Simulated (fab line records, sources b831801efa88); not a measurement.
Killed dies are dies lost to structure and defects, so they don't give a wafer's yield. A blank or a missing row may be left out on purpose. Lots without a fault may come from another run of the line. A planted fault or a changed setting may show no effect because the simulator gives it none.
One fault seen from 2 desks | flow gf180mcu | each desk has only its own numbers; what lay behind them comes last

THE METROLOGY DESK
What the gauges read, lot by lot, whatever tool the lot ran on: means of the sampled wafers that have a number. A lot is out of limits, marked OUT, if its mean lies more than 4 standard deviations from the usual mean; the brackets give that distance.
Columns: A = MIM_CVD_05_THK at GF_MIM_THK_MEAS_06, usual 42.3 nm
lot  | first seen here | A
L806 | day 24 07:29    | 42.5
L807 | day 25 04:46    | 42.2
L808 | day 25 07:01    | 42.7
L809 | day 25 09:32    | 42.7
L810 | day 26 04:20    | 42.6
L812 | day 26 14:23    | 42.1
L814 | day 27 08:01    | 41.8
L815 | day 27 19:03    | 42.2
L816 | day 27 22:20    | 42.3
L817 | day 28 06:13    | 42.5
L818 | day 28 13:31    | 41.4
L820 | day 29 01:24    | 41.9
L824 | day 30 05:23    | 42.4
This desk's finding: nothing out of limits on any of the 13 lots.

THE TOOL OWNER'S DESK: pvd_sputter-01
The tool's own readings at GF_TOP_METAL_SPUTTER_01 (material TiN, target thk 30 nm, time 25 s): means of the sampled wafers that have a number, for each lot that ran on this tool. A lot is out of limits, marked OUT, if its mean lies more than 4 standard deviations from the usual mean; the brackets give that distance.
Columns: A = throttle_valve_pct at GF_TOP_METAL_SPUTTER_01, usual 29.6 %
lot  | first seen here | A
L807 | day 27 22:19    | 29.2
L808 | day 28 00:34    | 29.0
L815 | day 30 07:10    | 29.3
L816 | day 30 11:02    | 29.7
L820 | day 31 12:53    | 29.1
L824 | day 32 13:23    | 29.5
This desk's finding: nothing out of limits on any of the 6 lots.

PUT TOGETHER
The metrology desk saw nothing out of limits.
The tool owner's desk saw nothing out of limits.

WHAT THE SIMULATOR HAD PUT IN
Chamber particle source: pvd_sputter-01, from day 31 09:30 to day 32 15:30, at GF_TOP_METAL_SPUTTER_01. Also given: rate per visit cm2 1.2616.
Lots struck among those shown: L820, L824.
